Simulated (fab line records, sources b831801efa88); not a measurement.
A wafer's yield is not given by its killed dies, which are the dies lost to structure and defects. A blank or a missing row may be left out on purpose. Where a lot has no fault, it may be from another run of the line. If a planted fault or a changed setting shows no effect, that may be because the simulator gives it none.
Which tool is to blame?    flow sky130    Sampling: 24 lots, 72 wafers, 3 of 708 route steps

== WHAT EACH GAUGE READ, for each wafer ==
SKY_VIA3_OVL_MEAS_13. Usual: for VIA3_OVL the level is 3 nm and the standard deviation is 4.9.
lot   measured      on          VIA3_OVL (nm)  flag
L076  day 40 10:52  overlay-01  -2 -1 -2       
L075  day 40 11:34  overlay-02  4 3 10         
L074  day 40 12:19  overlay-01  10 5 8         
L077  day 40 13:15  overlay-01  1 2 -1         
L078  day 40 21:10  overlay-01  3 5 5          
L079  day 41 06:11  overlay-02  2 0 8          
L080  day 41 12:33  overlay-02  -7 -8 1        
L081  day 41 21:44  overlay-02  10 10 2        
L082  day 42 06:30  overlay-02  10 -2 12       
L083  day 42 12:44  overlay-01  -2 3 0         
L084  day 42 19:53  overlay-02  -4 7 4         
L085  day 42 20:10  overlay-01  1 -4 -1        
L086  day 43 07:10  overlay-01  4 3 8          
L087  day 43 15:07  overlay-02  0 4 6          
L088  day 43 22:28  overlay-01  10 6 10        
L089  day 44 01:57  overlay-02  13 9 4         
L090  day 44 04:42  overlay-02  0 0 -1         
L093  day 45 15:40  overlay-02  -1 3 -2        
L094  day 45 17:48  overlay-01  7 8 7          
L091  day 45 17:55  overlay-02  8 6 -7         
L095  day 45 19:37  overlay-01  1 2 3          
L092  day 45 20:58  overlay-02  1 2 2          
L096  day 45 22:05  overlay-01  1 6 0          
L097  day 46 01:44  overlay-01  5 5 10         

SKY_METAL4_CD_MEAS_13: the cd target is 300 nm. Usual: cdNm 299.9 nm, standard deviation 1.3.
lot   measured      on        cdNm (nm)          flag
L076  day 42 14:29  cdSem-01  299.6 299.2 297.8  
L075  day 42 15:24  cdSem-02  301.9 300.8 300.1  
L074  day 42 16:14  cdSem-02  299.5 300.1 299.4  
L077  day 42 16:46  cdSem-01  299.7 301.7 301.4  
L078  day 43 00:10  cdSem-01  298.3 297.2 297.2  
L079  day 43 08:31  cdSem-01  300.4 301.5 301.4  
L080  day 43 14:59  cdSem-02  301.0 300.3 301.2  
L081  day 43 23:36  cdSem-01  300.5 301.7 299.8  
L082  day 44 05:42  cdSem-02  300.2 299.8 301.4  
L083  day 44 13:31  cdSem-02  300.8 300.0 300.7  
L084  day 44 17:13  cdSem-01  297.9 299.3 298.3  
L085  day 44 17:32  cdSem-02  299.6 299.9 298.9  
L086  day 45 03:28  cdSem-01  297.0 298.3 298.2  
L087  day 45 12:38  cdSem-01  299.8 301.4 298.6  
L088  day 45 17:31  cdSem-02  300.6 299.7 300.4  
L089  day 45 22:40  cdSem-02  298.4 300.0 298.4  
L090  day 46 08:04  cdSem-02  299.0 299.2 299.0  
L093  day 47 11:19  cdSem-01  301.5 300.7 300.5  
L094  day 47 13:59  cdSem-02  299.4 301.0 300.1  
L091  day 47 14:19  cdSem-01  302.2 299.5 300.4  
L095  day 47 15:35  cdSem-01  299.7 298.9 298.9  
L092  day 47 16:56  cdSem-02  301.4 302.4 302.6  
L096  day 47 17:16  cdSem-02  300.6 299.1 300.9  
L097  day 47 20:15  cdSem-01  300.7 302.5 300.2  

== WHAT TOOL EACH LOT RAN ON (gives the tool, then ch and the chambers of the sampled wafers, and finally the start) ==
lot   SKY_METAL3_STRIP_19
L076  plasmaAsher-03 ch 0,1, day 39 08:30
L075  plasmaAsher-01 ch 0,1, day 39 09:18
L074  plasmaAsher-01 ch 0,1, day 39 10:03
L077  plasmaAsher-01 ch 0,1, day 39 10:57
L078  plasmaAsher-03 ch 0,1, day 39 19:01
L079  plasmaAsher-03 ch 1, day 40 04:23
L080  plasmaAsher-04 ch 0,1, day 40 11:25
L081  plasmaAsher-04 ch 0, day 40 20:07
L082  plasmaAsher-03 ch 0,1, day 41 05:15
L083  plasmaAsher-03 ch 0,1, day 41 10:41
L084  plasmaAsher-01 ch 0,1, day 41 18:34
L085  plasmaAsher-04 ch 0,1, day 41 18:39
L086  plasmaAsher-04 ch 0, day 42 06:01
L087  plasmaAsher-03 ch 0, day 42 14:44
L088  plasmaAsher-04 ch 0,1, day 42 22:18
L089  plasmaAsher-04 ch 0,1, day 43 02:35
L090  plasmaAsher-03 ch 0,1, day 43 05:19
L093  plasmaAsher-01 ch 0,1, day 44 16:58
L094  plasmaAsher-01 ch 0,1, day 44 18:31
L091  plasmaAsher-04 ch 0,1, day 44 19:09
L095  plasmaAsher-03 ch 1, day 44 20:24
L092  plasmaAsher-04 ch 0,1, day 44 22:19
L096  plasmaAsher-01 ch 0,1, day 44 22:51
L097  plasmaAsher-01 ch 0,1, day 45 03:24
- SKY_METAL3_STRIP_19: strips in O2/N2.

== AS READ BY THE TOOLS THEMSELVES (means over the sampled wafers that have a number; for cases with no such wafer, the mark the record gives instead) ==
SKY_METAL3_STRIP_19. Usual: drypumpMotorCurrentA 5.9 A, standard deviation 0.5; oesProductAu 0.501 a.u., standard deviation 0.0061; stripTimeToEndpointS 6.50 s, standard deviation 0.11.
lot   tool            drypumpMotorCurrentA (A)  oesProductAu (a.u.)  stripTimeToEndpointS (s)  flag
L076  plasmaAsher-03  5.4                       0.504                6.56                      
L075  plasmaAsher-01  6.2                       0.493                6.38                      
L074  plasmaAsher-01  6.2                       0.500                6.37                      
L077  plasmaAsher-01  5.9                       0.506                6.62                      
L078  plasmaAsher-03  5.4                       0.512                6.68                      
L079  plasmaAsher-03  5.1                       0.495                6.34                      
L080  plasmaAsher-04  5.9                       0.496                6.39                      
L081  plasmaAsher-04  5.8                       0.494                6.40                      
L082  plasmaAsher-03  5.8                       0.493                6.43                      
L083  plasmaAsher-03  5.7                       0.498                6.44                      
L084  plasmaAsher-01  5.9                       0.494                6.40                      
L085  plasmaAsher-04  5.9                       0.504                6.62                      
L086  plasmaAsher-04  5.8                       0.496                6.46                      
L087  plasmaAsher-03  6.1                       0.505                6.64                      
L088  plasmaAsher-04  5.9                       0.504                6.70                      
L089  plasmaAsher-04  5.9                       0.501                6.41                      
L090  plasmaAsher-03  5.7                       0.501                6.50                      
L093  plasmaAsher-01  6.2                       0.505                6.52                      
L094  plasmaAsher-01  6.2                       0.497                6.40                      
L091  plasmaAsher-04  6.0                       0.506                6.58                      
L095  plasmaAsher-03  5.1                       0.504                6.57                      
L092  plasmaAsher-04  5.9                       0.497                6.48                      
L096  plasmaAsher-01  5.9                       0.508                6.59                      
L097  plasmaAsher-01  5.9                       0.502                6.60                      

== THE ANSWER, worked out from the rows above alone ==
Rule: lot off if the mean of its wafers having a number is beyond 3 standard deviations from the usual mean. Also off: a lot with no number at a reading for which 4 or more lots have one. All remaining lots with rows at the step are treated as sound. The gauges are gone through in route order, then the tools' own readings, and for those a lot's mean is taken as printed above. At the first step where some lot is off, the reading lying furthest off is the one used; lots without a number count as furthest.
Across all readings shown, no lot is off: no conclusion can be drawn from this.

== WHAT THE SIMULATOR HAD INSERTED ==
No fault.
